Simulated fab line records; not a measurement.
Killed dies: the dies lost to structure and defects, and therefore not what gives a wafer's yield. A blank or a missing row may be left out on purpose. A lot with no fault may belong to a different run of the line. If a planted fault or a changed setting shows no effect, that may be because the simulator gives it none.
The tool behind it: which one?    flow gf180mcu    14 lots, 42 wafers sampled, at 1 step of a route of 602

WHAT THE GAUGES SHOWED, per wafer
GF_HV_LDD_OVL_MEAS_20. Usual: HV_LDD_01_OVL typically reads 1.7 nm, with standard deviation 1.7.
lot   measured      on          HV_LDD_01_OVL (nm)  flag
L301  day 10 14:33  overlay-02  -1.3 -1.5 -2.4      
L302  day 10 20:50  overlay-01  -0.1 1.1 0.0        
L303  day 11 07:39  overlay-01  2.3 0.9 1.6         
L304  day 11 09:51  overlay-01  1.1 2.1 2.6         
L306  day 12 06:14  overlay-01  0.6 1.0 1.8         
L307  day 12 14:26  overlay-02  3.4 2.4 4.5         
L308  day 12 19:43  overlay-01  5.0 3.5 3.7         
L312  day 14 07:24  overlay-01  1.5 0.0 1.6         
L314  day 14 14:46  overlay-01  -2.0 0.1 0.7        
L315  day 15 05:47  overlay-01  1.0 1.7 2.3         
L316  day 15 21:37  overlay-02  1.4 -1.3 -0.5       
L320  day 16 18:26  overlay-01  -0.9 1.2 0.6        
L321  day 17 05:02  overlay-01  -0.2 1.4 -0.1       
L324  day 17 22:38  overlay-01  0.0 -0.4 1.6        

WHAT TOOL EACH LOT RAN ON (gives the tool, then ch and the chambers of the sampled wafers, and finally the start)
The record shows no process step preceding these readings.

AS READ BY THE TOOLS THEMSELVES (means over the sampled wafers that have a number; for cases with no such wafer, the mark the record gives instead)
The record holds no such reading with a usual standard deviation.

THE ANSWER, worked out from the rows above alone
Rule: a lot is off if the mean of its wafers that have a number lies more than 3 standard deviations from the usual mean. A lot without any number at a reading at which 4 lots or more have one is off too. The other lots that the step has rows for count as sound. Order of review: gauges by route order, followed by the tools' own readings, for which a lot's mean as printed above is used. At the first step where some lot is off, the reading lying furthest off is the one used; lots without a number count as furthest.
No lot is off on any of the readings shown, so nothing can be concluded from this.

WHAT THE SIMULATOR HAD INSERTED
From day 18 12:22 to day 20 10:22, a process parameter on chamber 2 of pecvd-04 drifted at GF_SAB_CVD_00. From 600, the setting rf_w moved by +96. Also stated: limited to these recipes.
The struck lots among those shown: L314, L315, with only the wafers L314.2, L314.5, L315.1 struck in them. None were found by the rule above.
